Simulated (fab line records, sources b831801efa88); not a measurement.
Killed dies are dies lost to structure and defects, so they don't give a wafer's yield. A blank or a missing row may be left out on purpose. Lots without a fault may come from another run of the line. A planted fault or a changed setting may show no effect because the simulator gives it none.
A struck lot beside a sound one | flow gf180mcu | 14 steps out of a route of 602
Sound: wafers L389.2, L389.5, L389.6. Struck: wafers L399.1, L399.3, L399.5. The cause comes at the end.
At each step with rows: each side's tool, then ch and its chambers, then its first start. Under that, the readings that differ: sound wafers | struck wafers | difference of the means | sigmas: that difference in standard deviations of wafers without a fault.
alike: readings whose means differ by less than 2 such deviations, and words and numbers that are the same on both sides. not compared: withheld readings, readings that some wafer has no value for, bounds like >300 that may hide the same value, and numbers for which the record gives no deviation and whose values overlap.
The two part at a step that has a row with sigmas, a row that says differs or no value, or rows on one side only. Numbers that don't overlap but have no deviation are shown without sigmas and don't part them. A reading that every wafer of one side lacks parts them only if that side has two wafers or more.

first, 1 step without rows for these wafers: GF_NWELL_DEVELOP_06 (develop time 60 s).
GF_NWELL_OVL_MEAS_07:
  sound on overlay-01, day 4 12:58; struck on overlay-02, day 6 17:40
  alike: NWELL_OVL
then, 2 steps without rows for these wafers: GF_NWELL_IMPLANT_08; GF_NWELL_IMPLANT_09.
GF_NWELL_STRIP_10: strips in O2/N2.
  sound on plasma_asher-03 ch 0,1, day 4 13:17; struck on plasma_asher-01 ch 0,1, day 6 17:59
  alike: drypump_motor_current_A, heater_power_w, oes_product_au, strip_time_to_endpoint_s
  not compared: rf_hours_counter_h
GF_NWELL_TW_MEAS_11:
  sound on film_metro-03, day 4 13:24; struck on film_metro-01, day 6 18:05
  alike: NWELL_TW
then, 6 steps without rows for these wafers: GF_LVPWELL_DEHYDRATE_00 (time 60 s); GF_LVPWELL_HMDS_01 (prime time 60 s); GF_LVPWELL_COAT_02 (resist thk 3000 nm); GF_LVPWELL_SOFTBAKE_03; GF_LVPWELL_EXPOSE_04 (exposes mask LVPWELL, target cd 600 nm); GF_LVPWELL_PEB_05.
GF_LVPWELL_DEVELOP_06: develop time 60 s.
  sound on litho_track-01 ch 0, day 5 03:00; struck on litho_track-02, day 7 10:00
  no value came back on the struck wafers for chill_plate_temp_C (C), develop_time_s (s); on the sound wafers chill_plate_temp_C (C) reads 22.94 22.95 22.98
GF_LVPWELL_OVL_MEAS_07:
  sound on overlay-02, day 5 03:35; struck on overlay-02, day 7 10:12
  reading          | sound        | struck | difference                    | sigmas
  LVPWELL_OVL (nm) | 0.7 0.0 -1.7 | - - -  | no value on the struck wafers |

WHERE THEY PART
First at GF_LVPWELL_DEVELOP_06; last, within this record, at GF_LVPWELL_OVL_MEAS_07.

WHY: what the simulator had put in
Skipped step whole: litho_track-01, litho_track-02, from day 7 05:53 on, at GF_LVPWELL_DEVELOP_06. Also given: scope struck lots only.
